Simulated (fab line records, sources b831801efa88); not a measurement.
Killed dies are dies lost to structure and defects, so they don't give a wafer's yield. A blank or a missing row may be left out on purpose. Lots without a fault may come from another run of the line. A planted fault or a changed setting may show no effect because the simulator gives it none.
Which tool did it? | flow gf180mcu | 6 lots, 18 wafers sampled, at 3 steps of a route of 602

WHAT THE GAUGES READ, wafer by wafer
GF_V4_OVL_MEAS_15.
lot  | measured     | on         | V4_OVL (nm)
L635 | day 25 10:08 | overlay-02 | -7 -1 -2
L638 | day 26 16:09 | overlay-01 | 3 0 1
L641 | day 27 16:25 | overlay-02 | -2 -3 -3
L646 | day 28 22:56 | overlay-01 | 81 74 82
L649 | day 29 18:41 | overlay-02 | 9 9 11
L655 | day 31 11:49 | overlay-02 | -4 -7 -2

WHICH TOOL RAN EACH LOT (tool, then ch and the chambers of the sampled wafers, then the start)
lot  | GF_M4_STRIP_17                       | GF_V4_EXPOSE_11
L635 | plasma_asher-02 ch 0,1, day 24 12:30 | krf_scanner-02 ch 0, day 25 00:37
L638 | plasma_asher-02 ch 0,1, day 25 17:46 | krf_scanner-01 ch 0, day 26 05:26
L641 | plasma_asher-03 ch 0,1, day 26 19:03 | krf_scanner-02 ch 0, day 27 06:39
L646 | plasma_asher-03 ch 0,1, day 28 02:26 | krf_scanner-02 ch 0, day 28 13:30
L649 | plasma_asher-04 ch 0,1, day 28 21:48 | krf_scanner-01 ch 0, day 29 09:29
L655 | plasma_asher-02 ch 0,1, day 30 16:59 | krf_scanner-01 ch 0, day 31 03:13
- GF_M4_STRIP_17: strips in O2/N2.
- GF_V4_EXPOSE_11: exposes mask Via4, target cd 260 nm.

THE ANSWER, worked out from the rows above alone
Rule: what is usual is taken from the lots themselves. Put in order of their means at a reading, lots are off if they are a third of the lots or fewer, leave a main group of 4 or more, and stand apart from it by a gap of 3 or more times the standard deviation of the main group's means; of several such gaps the widest counts. A main group whose means are all the same, to the digits that the tables above print for the reading, isn't used. A lot without any number at a reading at which 4 lots or more have one is off too. The other lots that the step has rows for count as sound.
Off: L646, at GF_V4_OVL_MEAS_15 (V4_OVL). The main group: mean 0 nm, standard deviation 5.1.
A tool fits if, at a process step before that reading, it ran every lot that is off, and no sound lot after the first of them. The gauges at GF_V4_OVL_MEAS_15 are tried like those tools. Can't be told from this: 3 tools fit, plasma_asher-03 at GF_M4_STRIP_17, krf_scanner-02 at GF_V4_EXPOSE_11, overlay-01 at GF_V4_OVL_MEAS_15.

WHAT THE SIMULATOR HAD PUT IN
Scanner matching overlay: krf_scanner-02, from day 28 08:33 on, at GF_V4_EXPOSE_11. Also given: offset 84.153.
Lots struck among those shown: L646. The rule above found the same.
